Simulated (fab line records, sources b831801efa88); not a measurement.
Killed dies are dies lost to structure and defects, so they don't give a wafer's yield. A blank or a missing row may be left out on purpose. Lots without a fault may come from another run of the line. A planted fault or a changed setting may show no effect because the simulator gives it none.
Which tool did it? | flow gf180mcu | 13 lots, 38 wafers sampled, at 5 steps of a route of 602

WHAT THE GAUGES READ, wafer by wafer
GF_VT_IMPLANT_TW_MEAS_10. Usual: VT_IMPLANT_TW 565, standard deviation 3.7.
lot  | measured     | on            | VT_IMPLANT_TW | flag
L367 | day 5 16:38  | film_metro-02 | 557 558 557   |
L368 | day 5 20:11  | film_metro-04 | 565 566 566   |
L370 | day 6 14:29  | film_metro-04 | 566 569 567   |
L371 | day 6 17:35  | film_metro-04 | 567 572 568   |
L372 | day 7 04:50  | film_metro-02 | 563 564 564   |
L373 | day 7 05:08  | film_metro-02 | 558 559 559   |
L374 | day 7 16:02  | film_metro-04 | 568 569 569   |
L375 | day 7 16:31  | film_metro-02 | 562 562 561   |
L376 | day 7 20:49  | film_metro-02 | 566 561 561   |
L377 | day 8 10:14  | film_metro-03 | 567 566 564   |
L378 | day 8 11:32  | film_metro-04 | 569 569 567   |
L386 | day 10 11:30 | film_metro-02 | 561 564       |
L390 | day 11 13:34 | film_metro-03 | 563 567 568   |

GF_VT_IMPLANT_OVL_MEAS_18. Usual: VT_IMPLANT_01_OVL -0.2 nm, standard deviation 1.3.
lot  | measured     | on         | VT_IMPLANT_01_OVL (nm) | flag
L367 | day 6 07:24  | overlay-02 | 0.1 -1.6 -1.0          |
L368 | day 6 11:15  | overlay-01 | -1.3 0.5 -1.5          |
L370 | day 7 05:11  | overlay-01 | 0.3 0.2 2.5            |
L371 | day 7 09:01  | overlay-01 | 0.9 0.4 0.1            |
L372 | day 7 20:42  | overlay-01 | 0.5 0.9 -0.2           |
L373 | day 7 21:00  | overlay-01 | -0.2 1.5 0.1           |
L374 | day 8 07:50  | overlay-01 | -3.0 -3.1 -0.6         |
L375 | day 8 08:04  | overlay-02 | -0.6 0.2 1.7           |
L376 | day 8 12:25  | overlay-01 | -0.7 -0.2 -1.2         |
L377 | day 9 02:41  | overlay-01 | -2.1 0.2 -0.2          |
L378 | day 9 03:31  | overlay-02 | -1.6 0.0 0.9           |
L386 | day 11 05:05 | overlay-01 | -1.1 -0.3              |
L390 | day 12 07:53 | overlay-01 | -1.1 -0.8 1.8          |

GF_VT_IMPLANT_TW_MEAS_43. Usual: VT_IMPLANT_4_TW 691, standard deviation 4.3.
lot  | measured     | on            | VT_IMPLANT_4_TW | flag
L367 | day 7 14:47  | film_metro-03 | 688 694 692     |
L368 | day 7 19:24  | film_metro-04 | 696 695 694     |
L370 | day 8 14:26  | film_metro-04 | 695 695 695     |
L371 | day 8 17:53  | film_metro-04 | 698 698 698     |
L372 | day 9 05:46  | film_metro-04 | 693 692 693     |
L373 | day 9 06:40  | film_metro-02 | 685 684 681     |
L374 | day 9 17:40  | film_metro-04 | 692 692 692     |
L375 | day 9 17:52  | film_metro-03 | 691 697 694     |
L376 | day 9 22:39  | film_metro-04 | 692 694 693     |
L377 | day 10 14:06 | film_metro-04 | 692 687 691     |
L378 | day 10 16:02 | film_metro-02 | 686 688 688     |
L386 | day 12 19:32 | film_metro-03 | 711 711         | OFF
L390 | day 13 23:26 | film_metro-02 | 683 685 679     |

WHICH TOOL RAN EACH LOT (tool, then ch and the chambers of the sampled wafers, then the start)
lot  | GF_MVPSD_STRIP_10                    | GF_VT_IMPLANT_IMPLANT_41
L367 | plasma_asher-02 ch 0,1, day 5 02:32  | implanter-01 ch 0, day 7 14:33
L368 | plasma_asher-01 ch 0,1, day 5 06:08  | implanter-03 ch 0, day 7 19:10
L370 | plasma_asher-02 ch 1, day 5 23:02    | implanter-03 ch 0, day 8 14:11
L371 | plasma_asher-04 ch 0,1, day 6 02:11  | implanter-01 ch 0, day 8 17:39
L372 | plasma_asher-02 ch 0,1, day 6 13:26  | implanter-03 ch 0, day 9 05:31
L373 | plasma_asher-04 ch 0,1, day 6 13:47  | implanter-01 ch 0, day 9 06:25
L374 | plasma_asher-04 ch 0,1, day 7 00:20  | implanter-02 ch 0, day 9 17:25
L375 | plasma_asher-02 ch 0,1, day 7 00:28  | implanter-01 ch 0, day 9 17:39
L376 | plasma_asher-01 ch 0,1, day 7 04:40  | implanter-03 ch 0, day 9 22:27
L377 | plasma_asher-01 ch 0,1, day 7 17:47  | implanter-02 ch 0, day 10 13:52
L378 | plasma_asher-02 ch 0,1, day 7 19:08  | implanter-03 ch 0, day 10 15:48
L386 | plasma_asher-01 ch 1, day 9 17:14    | implanter-03 ch 0, day 12 19:18
L390 | plasma_asher-01 ch 0,1, day 10 19:08 | implanter-01 ch 0, day 13 23:11
- GF_MVPSD_STRIP_10: strips in O2/N2.
- GF_VT_IMPLANT_IMPLANT_41

WHAT THE TOOLS THEMSELVES READ (means of the sampled wafers that have a number; where no wafer has one, the mark that the record gives instead)
GF_MVPSD_STRIP_10. Usual: drypump_motor_current_A 5.6 A, standard deviation 0.56; heater_power_w 337 W, standard deviation 31; n2_flow_sccm 300.0 sccm, standard deviation 0.89; oes_product_au 0.722 a.u., standard deviation 0.0051; strip_time_to_endpoint_s 36.94 s, standard deviation 0.12.
lot  | tool            | drypump_motor_current_A (A) | heater_power_w (W) | n2_flow_sccm (sccm) | oes_product_au (a.u.) | strip_time_to_endpoint_s (s) | flag
L367 | plasma_asher-02 | 5.9                         | 319                | 300.6               | 0.721                 | 37.08                        |
L368 | plasma_asher-01 | 5.5                         | 366                | 299.7               | 0.721                 | 36.89                        |
L370 | plasma_asher-02 | 4.9                         | 302                | 298.5               | 0.726                 | 36.92                        |
L371 | plasma_asher-04 | 5.9                         | 345                | 300.5               | 0.722                 | 36.80                        |
L372 | plasma_asher-02 | 5.4                         | 310                | 299.9               | 0.719                 | 36.94                        |
L373 | plasma_asher-04 | 5.9                         | 349                | 299.2               | 0.717                 | 36.89                        |
L374 | plasma_asher-04 | 5.4                         | 358                | 300.1               | 0.721                 | 36.91                        |
L375 | plasma_asher-02 | 5.4                         | 310                | 299.4               | 0.723                 | 36.98                        |
L376 | plasma_asher-01 | 5.5                         | 369                | 300.2               | 0.722                 | 36.87                        |
L377 | plasma_asher-01 | 5.4                         | 342                | 300.8               | 0.715                 | 36.84                        |
L378 | plasma_asher-02 | 5.8                         | 323                | 299.8               | 0.721                 | 36.73                        |
L386 | plasma_asher-01 | 5.7                         | 390                | 301.5               | 0.726                 | 37.02                        |
L390 | plasma_asher-01 | 5.4                         | 342                | 299.6               | 0.722                 | 37.08                        |

GF_VT_IMPLANT_IMPLANT_41. Usual: beam_on_s 10.01 s, standard deviation 0.2; faraday_current_uA 5.71, standard deviation 0.11.
lot  | tool         | beam_on_s (s) | faraday_current_uA | flag
L367 | implanter-01 | 10.14         | 5.62               |
L368 | implanter-03 | 9.91          | 5.76               |
L370 | implanter-03 | 9.72          | 5.87               |
L371 | implanter-01 | 9.99          | 5.71               |
L372 | implanter-03 | 10.05         | 5.68               |
L373 | implanter-01 | 9.99          | 5.72               |
L374 | implanter-02 | 9.90          | 5.76               |
L375 | implanter-01 | 9.98          | 5.72               |
L376 | implanter-03 | 9.90          | 5.78               |
L377 | implanter-02 | 10.00         | 5.72               |
L378 | implanter-03 | 9.99          | 5.72               |
L386 | implanter-03 | 11.16         | 5.12               | OFF
L390 | implanter-01 | 9.96          | 5.75               |

THE ANSWER, worked out from the rows above alone
Rule: a lot is off if the mean of its wafers that have a number lies more than 3 standard deviations from the usual mean. A lot without any number at a reading at which 4 lots or more have one is off too. The other lots that the step has rows for count as sound. The gauges are gone through in route order, then the tools' own readings, and for those a lot's mean is taken as printed above. The first step at which some lot is off is used, and at that step the reading that is off furthest; a lot without a number counts as furthest.
Off: L386, at GF_VT_IMPLANT_TW_MEAS_43 (VT_IMPLANT_4_TW).
A tool fits if, at a process step before that reading, it ran every lot that is off, and no sound lot after the first of them. The gauges at GF_VT_IMPLANT_TW_MEAS_43 aren't tried: what is off there is off at GF_VT_IMPLANT_IMPLANT_41 too, on other tools, and a gauge's error can't cause that. One fits: implanter-03 at GF_VT_IMPLANT_IMPLANT_41. Its last sound lot is L378 (day 10 15:48), its first lot that is off L386 (day 12 19:18): a fault that began between those two fits.
The tool's own readings at GF_VT_IMPLANT_IMPLANT_41 bear it out: on the lots that are off they differ by more than 5 times the standard deviation of the sound lots' means. beam_on_s reads 11.16 s there against 9.96 s on the sound lots; faraday_current_uA reads 5.12 there against 5.73 on the sound lots.

WHAT THE SIMULATOR HAD PUT IN
Process parameter drift: implanter-03, from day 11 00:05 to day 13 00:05, at GF_VT_IMPLANT_IMPLANT_41. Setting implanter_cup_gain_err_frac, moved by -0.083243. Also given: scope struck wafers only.
Lots struck among those shown: L386. The rule above found the same.
